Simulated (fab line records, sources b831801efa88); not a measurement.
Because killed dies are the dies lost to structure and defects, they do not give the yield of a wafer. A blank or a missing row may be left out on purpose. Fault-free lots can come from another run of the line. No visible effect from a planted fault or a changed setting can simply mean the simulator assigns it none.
Struck lot and sound lot, side by side	flow sky130	15 steps out of a route of 708
Sound: these wafers, L711.1, L711.2, L711.6. Struck: wafers L715.2, L715.4, L715.5. The cause comes at the end.
For every step that has rows: the tool of each side, followed by ch and its chambers, followed by its first start. Under that, the readings that differ: sound wafers	struck wafers	difference of the means	sigmas: that difference in standard deviations of wafers without a fault.
alike: same words and numbers on both sides, and readings whose means sit less than 2 such deviations apart. not compared: any withheld reading, any reading some wafer has no value for, any bound like >300 that may hide the same value, and any number with overlapping values for which the record gives no deviation.
A row with sigmas, a row that says differs or no value, or rows on one side alone: a step with any of these is where the two part. Numbers that don't overlap but have no deviation are shown without sigmas and don't part them. A reading missing from all wafers of one side parts the sides only when that side holds two or more wafers.

first, 6 steps without rows for these wafers: SKY_GATE_OXIDE_HMDS_04 (prime time 60 s); SKY_GATE_OXIDE_COAT_05 (resist thk 1140 nm); SKY_GATE_OXIDE_SOFTBAKE_06 (time 58.04 s); SKY_GATE_OXIDE_EXPOSE_07 (exposes mask LVOM, target cd 600 nm); SKY_GATE_OXIDE_PEB_08; SKY_GATE_OXIDE_DEVELOP_09 (develop time 60 s).
SKY_GATE_OXIDE_OVL_MEAS_10:
  sound: overlay-02 at day 15 16:45; struck: overlay-01 at day 16 22:01
reading	sound	struck	difference	sigmas
GATE_OXIDE_OVL (nm)	-1.6 -3.4 -3.0	1.2 0.8 -1.3	+2.9	+2
then, 2 steps without rows for these wafers: SKY_GATE_OXIDE_IMPLANT_11; SKY_GATE_OXIDE_WET_ETCH_12 (etches SiO2 in dHF, target depth 16.8 nm, time 336 s).
SKY_GATE_OXIDE_STRIP_13: strips in O2/N2.
  sound on plasma_asher-01 ch 0,1, day 15 17:02; struck on plasma_asher-03 ch 0,1, day 16 22:18
  alike: drypump_motor_current_A, oes_product_au, strip_time_to_endpoint_s
  not compared: rf_hours_counter_h
SKY_GATE_OXIDE_TW_MEAS_14:
  sound: film_metro-01 at day 15 17:08; struck: film_metro-01 at day 16 22:25
  alike: GATE_OXIDE_TW
then, 1 step without rows for these wafers: SKY_GATE_OXIDE_CLEAN_15 (cleans in SC1/SC2, time 150 s).
SKY_GATE_OXIDE_OXIDATION_16: stabilise 600 s, purge 300 s, target thk 3.57 nm.
  sound on furnace-02 ch 0, day 15 17:15; struck on furnace-01 ch 0, day 16 23:48
reading	sound	struck	difference	sigmas
ox_time_s (s)	1915 1915 1915	2298 2298 2298	+383	
model.SiO2_of_GATE_OXIDE_OXIDATION_01.thk_nm (nm)	11.39 11.49 11.46	11.93 11.93 12.03	+0.52	
  alike: spike_tc_centre_C, zone_power_top_pct
then, 1 step without rows for these wafers: SKY_POLY_GATE_CVD_00 (deposits poly-Si, target thk 180 nm, time 720 s).
-- the record jumps here: 31 days lie between the struck wafers' starts before and after (it left off in module POLY_GATE and takes up again in module PAD_OPEN, whose first step shown is number 708 of the route) --
SKY_PAD_OPEN_PROBE_99:
  sound: prober-01 at day 47 01:48; struck: prober-01 at day 47 22:05
reading	sound	struck	difference	sigmas
model.etest.pfet_01v8.r_on_ohm_um	2788 2802 2801	3002 2994 2986	+197	
model.etest.nfet_01v8.r_on_ohm_um	802.2 821.2 817	876.6 856.1 874.6	+55.6	
model.etest.nfet_01v8_lvt.drive_ua_um	614.1 584.6 591.6	538.6 546.8 536.6	-56.1	
model.etest.nfet_01v8_turned.drive_ua_um	539.8 520.3 522.6	467.5 480.4 469.3	-55.2	
model.etest.nfet_01v8_swapped.drive_ua_um	542.9 514.7 523.2	461.9 479.3 463.8	-58.6	
model.etest.nfet_01v8.drive_ua_um	538.1 519.5 520.6	462.8 474.6 467.7	-57.7	
model.etest.sram_nfet_pass.drive_ua_um	510.4 507.1 501.6	456.1 468.9 442.2	-50.6	
model.etest.nfet_g5v0d10v5.drive_ua_um	614.6 608.9 612.4	588 589.6 585.8	-24	
  alike: killed_at_M0_to_M3, killed_at_M4_up, killed_at_contacts, killed_at_front_end, killed_at_other, killed_dies, killed_open, killed_short

== WHERE THEY PART ==
Within this record, at SKY_GATE_OXIDE_OVL_MEAS_10 only. Later steps at which nothing parts them and some readings are alike: SKY_GATE_OXIDE_STRIP_13, SKY_GATE_OXIDE_TW_MEAS_14, SKY_GATE_OXIDE_OXIDATION_16, SKY_PAD_OPEN_PROBE_99.

WHY: what had been put in by the simulator
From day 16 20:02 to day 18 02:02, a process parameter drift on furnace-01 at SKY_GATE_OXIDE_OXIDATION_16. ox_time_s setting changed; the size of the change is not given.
